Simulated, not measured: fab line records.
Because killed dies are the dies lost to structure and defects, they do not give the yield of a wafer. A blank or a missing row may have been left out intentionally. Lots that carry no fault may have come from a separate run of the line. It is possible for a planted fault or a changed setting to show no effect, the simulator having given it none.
fab line records    flow sky130
[record] lots = 15  wafers = 45  lastDay = 50
route steps=708 shown FIELD_ISO@15 VT_ADJUST_HVTP@93 VT_ADJUST_LVTN@116
lots untouched by any fault: they come from a run of this same line in which no faults occurred
startH: the number of hours between the record's first day and the start of the first shown wafer of the lot    waitH: how many hours have passed since the lot's step before this one    " same as the row above    L1.1+2: a single row standing in for several wafers    - no value, or no start was given    * or withheld: withheld    < > ~ a bound
route shown NAME@n: names a module that has steps shown in the file, with the first one's number in the route    usual: the fault-free wafers' mean and standard deviation    same: alike in all rows    chamber/n: place in a boat    sites: the reading at each site    _std_site: standard deviation of those values    _edge_site: inner sites' mean taken away from outer sites' mean    radiusMm: for every site, how far away it sits from the centre of the wafer    mask NAME#n: copy n    behind: the tool/chamber that last shaped the wafer    hold: the reason the lot was held/the length of the hold in hours/how it ended    device: whichever transistor did not switch (one of n, p or np)    end of line: tests run on the same wafers once the route is complete    a step with no rows: only its recipe    killed: the dies lost at the first sort to structure and to defects; this is not the yield of the wafer    map: the dies of a wafer, with x for killed, . for not killed, _ for no die there
set.NAME: the setting that was run; set.NAME@STEP: the one run at that earlier step    model.NAME: the simulator's own value behind a step, which no gauge read
the route's steps for a sample of lots (tables are steps, rows are wafers)
services: the hour from which a tool's chamber was out of use, counted from the record's first day as startH (under 0 if before that day), plus the number of hours and why
[[steps]]
[step SKY_FIELD_ISO_ETCH_14]
[recipe] chemistry = N2/H2  target = BARC  ionEnergyEv = 200  sourceW = 500  biasW = 100  pressureMtorr = 30  n2FlowSccm = 100  h2FlowSccm = 200  stopOn = SiO2  timeS = 45.9  targetDepthA = 600
[usual] chamberPressureMTorr = 29.999/0.028  drypumpMotorCurrentA = 5.75/0.24  oesProductAu = 0.859/0.0045  throttleValvePct = 13.225/0.0096
lot.wafer  tool        chamber  startH  waitH  chamberPressureMTorr  drypumpMotorCurrentA  oesProductAu  rfHoursCounterH  throttleValvePct
L966.1     rieDiel-04  0        28.16   0.1    29.999                6.00                  0.856         175              13.229
L966.4     "           3        "       "      30.020                5.82                  0.860         8                13.228
L966.6     "           0        "       "      29.994                6.00                  0.856         -                13.228
L967.1     rieDiel-03  3        34.61   0.1    29.992                5.88                  0.862         133              13.235
L967.2     "           0        "       "      29.999                5.64                  0.854         106              13.210
L967.5     "           0        "       "      30.003                5.65                  0.855         -                13.219
L972.1     rieDiel-02  2        62.79   0.1    29.973                5.56                  0.854         90               13.228
L972.2     "           0        "       "      30.018                5.60                  0.855         8                13.224
L972.4     "           3        "       "      30.017                6.50                  0.854         11               13.227
L973.3     rieDiel-03  0        65.11   0.1    30.035                5.63                  0.856         107              13.241
L973.4     "           1        "       "      29.963                5.84                  0.856         3                13.235
L973.5     "           3        "       "      30.023                5.91                  0.859         -                13.215
L974.1     rieDiel-03  1        68.84   0.1    30.007                5.84                  0.853         3                13.227
L974.2     "           0        "       "      30.067                5.64                  0.863         107              13.239
L974.4     "           2        "       "      29.921                5.44                  0.851         4                13.225
L979.1     rieDiel-02  0        96.29   0.1    29.953                5.59                  0.864         9                13.227
L979.2     "           1        "       "      30.004                5.86                  0.854         123              13.217
L979.3     "           2        "       "      30.049                5.55                  0.851         91               13.216
L981.1     rieDiel-03  3        107.31  0.1    30.002                5.94                  0.858         134              13.247
L981.3     "           1        "       "      30.035                5.88                  0.849         3                13.227
L981.6     "           3        "       "      29.975                5.88                  0.856         -                13.236
L982.1     rieDiel-02  0        111.44  0.1    30.026                5.61                  0.860         9                13.228
L982.2     "           1        "       "      29.995                5.86                  0.856         123              13.219
L982.5     "           0        "       "      29.999                5.64                  0.861         -                13.227
L983.1     rieDiel-02  3        117.79  0.1    30.017                6.52                  0.858         12               13.215
L983.3     "           1        "       "      29.990                5.86                  0.862         124              13.232
L983.6     "           3        "       "      29.969                6.49                  0.853         -                13.230
L984.1     rieDiel-03  0        121.11  0.1    29.972                5.61                  0.862         108              13.233
L984.4     "           0        "       "      29.997                5.64                  0.863         -                13.228
L984.6     "           1        "       "      30.033                5.86                  0.858         -                13.213
L985.1     rieDiel-03  3        126.79  0.1    29.986                5.91                  0.864         135              13.228
L985.4     "           1        "       "      30.004                5.86                  0.856         -                13.231
L985.6     "           0        "       "      29.941                5.64                  0.858         -                13.223
L986.2     rieDiel-04  0        134.14  0.1    30.008                5.98                  0.855         1                13.221
L986.5     "           2        "       "      30.026                5.57                  0.855         -                13.203
L986.6     "           1        "       "      29.977                5.49                  0.858         -                13.232
L987.3     rieDiel-04  1        140.31  0.1    29.968                5.48                  0.862         137              13.216
L987.4     "           2        "       "      29.980                5.59                  0.858         109              13.209
L987.5     "           0        "       "      29.962                5.99                  0.865         -                13.236
L988.1     rieDiel-04  0        150.36  0.1    30.016                6.02                  0.855         1                13.229
L988.2     "           2        "       "      29.980                5.59                  0.852         109              13.228
L988.3     "           3        "       "      29.941                5.81                  0.860         9                13.220
L989.1     rieDiel-03  0        150.49  0.1    29.992                5.63                  0.862         108              13.241
L989.3     "           3        "       "      29.976                5.86                  0.860         135              13.225
L989.6     "           2        "       "      30.017                5.43                  0.857         -                13.221
[step SKY_FIELD_ISO_THK_MEAS_25]
[recipe] reads = SiO2_of_FIELD_ISO_CVD_24
[usual] FIELD_ISO_CVD_24_THK = 594/5.6
lot.wafer  tool          chamber  startH  waitH  FIELD_ISO_CVD_24_THK[nm]
L966.1     filmMetro-02  -        30.00   0.0    593
L966.4     "             -        "       "      590
L966.6     "             -        "       "      588
L967.1     filmMetro-03  -        36.48   0.0    584
L967.2     "             -        "       "      590
L967.5     "             -        "       "      589
L972.1     filmMetro-02  -        64.64   0.0    607
L972.2     "             -        "       "      596
L972.4     "             -        "       "      601
L973.3     filmMetro-03  -        67.53   0.1    594
L973.4     "             -        "       "      601
L973.5     "             -        "       "      595
L974.1     filmMetro-02  -        70.69   0.0    597
L974.2     "             -        "       "      598
L974.4     "             -        "       "      600
L979.1     filmMetro-02  -        98.74   0.0    602
L979.2     "             -        "       "      600
L979.3     "             -        "       "      601
L981.1     filmMetro-01  -        109.81  0.0    600
L981.3     "             -        "       "      606
L981.6     "             -        "       "      601
L982.1     filmMetro-02  -        116.78  0.0    596
L982.2     "             -        "       "      597
L982.5     "             -        "       "      595
L983.1     filmMetro-01  -        123.61  0.0    593
L983.3     "             -        "       "      599
L983.6     "             -        "       "      584
L984.1     filmMetro-03  -        123.61  0.0    593
L984.4     "             -        "       "      595
L984.6     "             -        "       "      593
L985.1     filmMetro-01  -        133.48  0.0    594
L985.4     "             -        "       "      601
L985.6     "             -        "       "      592
L986.2     filmMetro-03  -        142.68  0.0    598
L986.5     "             -        "       "      592
L986.6     "             -        "       "      600
L987.3     filmMetro-02  -        142.69  0.1    601
L987.4     "             -        "       "      586
L987.5     "             -        "       "      593
L988.1     filmMetro-01  -        152.40  0.0    587
L988.2     "             -        "       "      592
L988.3     "             -        "       "      596
L989.1     filmMetro-02  -        153.58  0.0    593
L989.3     "             -        "       "      595
L989.6     "             -        "       "      592
[step SKY_VT_ADJUST_HVTP_OVL_MEAS_08]
[usual] VT_ADJUST_HVTP_OVL = -0.1/1.3
lot.wafer  tool        chamber  startH  waitH  VT_ADJUST_HVTP_OVL[nm]
L966.1     overlay-01  -        118.46  0.1    -0.5
L966.4     "           -        "       "      -1.3
L966.6     "           -        "       "      -0.5
L967.1     overlay-01  -        124.99  0.1    1.4
L967.2     "           -        "       "      0.2
L967.5     "           -        "       "      -0.7
L972.1     overlay-02  -        156.89  0.1    1.5
L972.2     "           -        "       "      -0.9
L972.4     "           -        "       "      -0.7
L973.3     overlay-01  -        160.51  0.1    -1.4
L973.4     "           -        "       "      -0.2
L973.5     "           -        "       "      -1.2
L974.1     overlay-02  -        164.81  0.1    -2.1
L974.2     "           -        "       "      -1.8
L974.4     "           -        "       "      -0.5
L979.1     overlay-02  -        198.26  0.1    0.2
L979.2     "           -        "       "      0.4
L979.3     "           -        "       "      1.5
L981.1     overlay-02  -        217.95  0.1    -1.7
L981.3     "           -        "       "      -0.4
L981.6     "           -        "       "      0.3
L982.1     overlay-02  -        236.34  0.1    1.4
L982.2     "           -        "       "      0.5
L982.5     "           -        "       "      2.5
L983.1     overlay-02  -        245.85  0.1    0.2
L983.3     "           -        "       "      0.6
L983.6     "           -        "       "      1.9
L984.1     overlay-01  -        246.56  0.1    0.5
L984.4     "           -        "       "      -0.5
L984.6     "           -        "       "      0.1
L985.1     overlay-02  -        253.84  0.1    3.1
L985.4     "           -        "       "      2.1
L985.6     "           -        "       "      -0.1
L987.3     overlay-02  -        260.12  0.1    -0.2
L987.4     "           -        "       "      -0.9
L987.5     "           -        "       "      0.1
L986.2     overlay-02  -        261.06  0.1    0.4
L986.5     "           -        "       "      0.1
L986.6     "           -        "       "      0.9
L989.1     overlay-02  -        269.44  0.1    -1.1
L989.3     "           -        "       "      -0.4
L989.6     "           -        "       "      0.6
L988.1     overlay-01  -        270.09  0.1    -0.5
L988.2     "           -        "       "      -0.6
L988.3     "           -        "       "      -2.7
[step SKY_VT_ADJUST_LVTN_IMPLANT_19]
[recipe] species = B  energyKev = 30  doseCm2 = 6.5e+11  tiltDeg = withheld
[usual] beamEnergyKeV = 30.000/0.0082  beamOnS = 9.95/0.21
lot.wafer  tool          chamber  startH  waitH  beamEnergyKeV  beamOnS
L966.1     implanter-02  0        153.40  0.0    30.004         10.08
L966.4     "             0        "       "      30.004         10.05
L966.6     "             0        "       "      29.999         9.78
L967.1     implanter-03  0        160.71  0.0    30.000         9.72
L967.2     "             0        "       "      29.999         9.89
L967.5     "             0        "       "      29.993         9.42
L972.1     implanter-02  -        198.55  0.0    -              -
L972.2     "             -        "       "      -              -
L972.4     "             -        "       "      -              -
L973.3     implanter-04  -        201.37  0.1    -              -
L973.4     "             -        "       "      -              -
L973.5     "             -        "       "      -              -
L974.1     implanter-03  -        207.60  0.0    -              -
L974.2     "             -        "       "      -              -
L974.4     "             -        "       "      -              -
L979.1     implanter-03  0        243.81  0.0    29.994         10.38
L979.2     "             0        "       "      29.998         9.43
L979.3     "             0        "       "      30.001         10.20
L981.1     implanter-03  0        265.35  0.0    30.005         9.75
L981.3     "             0        "       "      29.995         9.89
L981.6     "             0        "       "      29.997         9.62
L982.1     implanter-03  0        284.86  0.0    29.993         10.04
L982.2     "             0        "       "      29.986         10.02
L982.5     "             0        "       "      29.993         9.91
L983.1     implanter-02  0        295.01  0.0    30.008         9.82
L983.3     "             0        "       "      29.996         10.13
L983.6     "             0        "       "      29.990         10.12
L984.1     implanter-04  0        295.35  0.0    29.993         9.91
L984.4     "             0        "       "      29.992         9.66
L984.6     "             0        "       "      29.989         9.91
L985.1     implanter-02  0        303.60  0.0    30.008         10.05
L985.4     "             0        "       "      30.004         9.78
L985.6     "             0        "       "      30.019         10.08
L987.3     implanter-04  0        309.76  0.1    30.012         10.11
L987.4     "             0        "       "      30.001         10.10
L987.5     "             0        "       "      30.008         9.99
L986.2     implanter-04  0        311.08  0.0    30.004         10.09
L986.5     "             0        "       "      29.998         9.82
L986.6     "             0        "       "      29.986         10.14
L989.1     implanter-04  0        319.14  0.1    30.002         10.18
L989.3     "             0        "       "      29.988         9.84
L989.6     "             0        "       "      29.993         9.92
L988.1     implanter-02  0        320.76  0.0    29.995         9.80
L988.2     "             0        "       "      29.997         9.86
L988.3     "             0        "       "      29.985         10.15
[step SKY_VT_ADJUST_LVTN_TW_MEAS_21]
[usual] VT_ADJUST_LVTN_2_TW = 188.5/2.3
lot.wafer  tool          chamber  startH  waitH  VT_ADJUST_LVTN_2_TW
L966.1     filmMetro-01  -        153.65  0.1    188.9
L966.4     "             -        "       "      188.5
L966.6     "             -        "       "      188.0
L967.1     filmMetro-01  -        160.96  0.1    188.7
L967.2     "             -        "       "      187.9
L967.5     "             -        "       "      187.0
L972.1     filmMetro-01  -        198.80  0.1    30.3
L972.2     "             -        "       "      30.2
L972.4     "             -        "       "      30.2
L973.3     filmMetro-04  -        201.59  0.1    29.6
L973.4     "             -        "       "      29.7
L973.5     "             -        "       "      29.5
L974.1     filmMetro-04  -        207.85  0.1    29.6
L974.2     "             -        "       "      29.7
L974.4     "             -        "       "      29.8
L979.1     filmMetro-01  -        244.06  0.1    189.8
L979.2     "             -        "       "      188.7
L979.3     "             -        "       "      189.0
L981.1     filmMetro-01  -        265.60  0.1    188.6
L981.3     "             -        "       "      187.9
L981.6     "             -        "       "      188.6
L982.1     filmMetro-04  -        285.11  0.1    185.4
L982.2     "             -        "       "      186.2
L982.5     "             -        "       "      184.9
L983.1     filmMetro-01  -        295.26  0.1    191.0
L983.3     "             -        "       "      190.1
L983.6     "             -        "       "      189.0
L984.1     filmMetro-04  -        295.60  0.1    184.5
L984.4     "             -        "       "      183.8
L984.6     "             -        "       "      184.8
L985.1     filmMetro-04  -        303.85  0.1    185.7
L985.4     "             -        "       "      184.5
L985.6     "             -        "       "      185.5
L987.3     filmMetro-02  -        309.98  0.1    191.7
L987.4     "             -        "       "      192.1
L987.5     "             -        "       "      192.3
L986.2     filmMetro-02  -        311.31  0.1    193.0
L986.5     "             -        "       "      191.7
L986.6     "             -        "       "      192.9
L989.1     filmMetro-04  -        319.39  0.1    186.7
L989.3     "             -        "       "      185.7
L989.6     "             -        "       "      186.1
L988.1     filmMetro-01  -        321.01  0.1    189.4
L988.2     "             -        "       "      189.2
L988.3     "             -        "       "      190.8
[[services]]
tool          chamber  startH  hours  kind
rieDiel-03    0        12.33   16.5   repair
rieDiel-02    2        18.07   1.3    repair
rieDiel-03    -        21.32   2.8    pm
rieDiel-04    -        32.93   50.9   repair
rieDiel-02    3        87.36   10.2   repair
implanter-04  -        106.29  2.4    pm
rieDiel-02    2        108.10  15.7   repair
rieDiel-03    2        110.36  37.4   repair
rieDiel-03    0        115.82  2.2    repair
rieDiel-03    -        119.54  1.3    repair
implanter-04  -        125.04  12.6   pm
implanter-04  -        179.91  3.7    pm
implanter-02  -        182.69  2.1    repair
rieDiel-04    1        183.28  1.3    repair
rieDiel-03    2        186.42  9.9    repair
implanter-03  -        188.34  3.6    pm
rieDiel-03    2        211.14  12.3   repair
implanter-04  -        222.29  4.8    repair
rieDiel-03    3        253.41  1.3    repair
implanter-02  -        259.39  2.9    pm
rieDiel-04    0        263.14  2.5    repair
rieDiel-03    2        292.88  2.1    repair
rieDiel-03    0        308.98  5.0    repair
implanter-02  -        315.04  4.7    pm
[[key]]
[firstSign] step = SKY_VT_ADJUST_LVTN_IMPLANT_19  reading = toolRecord  direction = missing
[effect] step = SKY_VT_ADJUST_LVTN_TW_MEAS_21  reading = VT_ADJUST_LVTN_2_TW  direction = down  sigmas = 69  usual = 188.5  struck = 29.8
metAt SKY_VT_ADJUST_LVTN_IMPLANT_19
struckLots L972,L973,L974
laterRowsLeftOut L972.1,L972.2,L972.4,L973.3,L973.4,L973.5,L974.1,L974.2,L974.4
sortLeftOut L972.1,L972.2,L972.4,L973.3,L973.4,L973.5,L974.1,L974.2,L974.4
testerLeftOut L972,L973,L974
notActingAt SKY_FIELD_ISO_ETCH_14,SKY_FIELD_ISO_THK_MEAS_25,SKY_VT_ADJUST_HVTP_OVL_MEAS_08
onsetBetween 160.71 198.55
[fault] kind = skippedStepWhole  tool = implanter-02,implanter-03,implanter-04  chamber = -  onsetH = 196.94  steps = SKY_VT_ADJUST_LVTN_IMPLANT_19  scope = struckLotsOnly
// testerLeftOut: of these lots the tester's yield and bins aren't shown, on N5 and GAA mostly nor the transistor test; their killed dies are dies lost to structure and defects alone, not to doping, threshold or leakage, so they don't give the yield
// sortLeftOut: the simulated sort isn't trusted on such a fault, so these wafers' sort isn't shown, and their yield isn't known
// laterRowsLeftOut: the simulator's readings of these wafers behind a module that went badly wrong aren't trusted and aren't shown, but for the sort
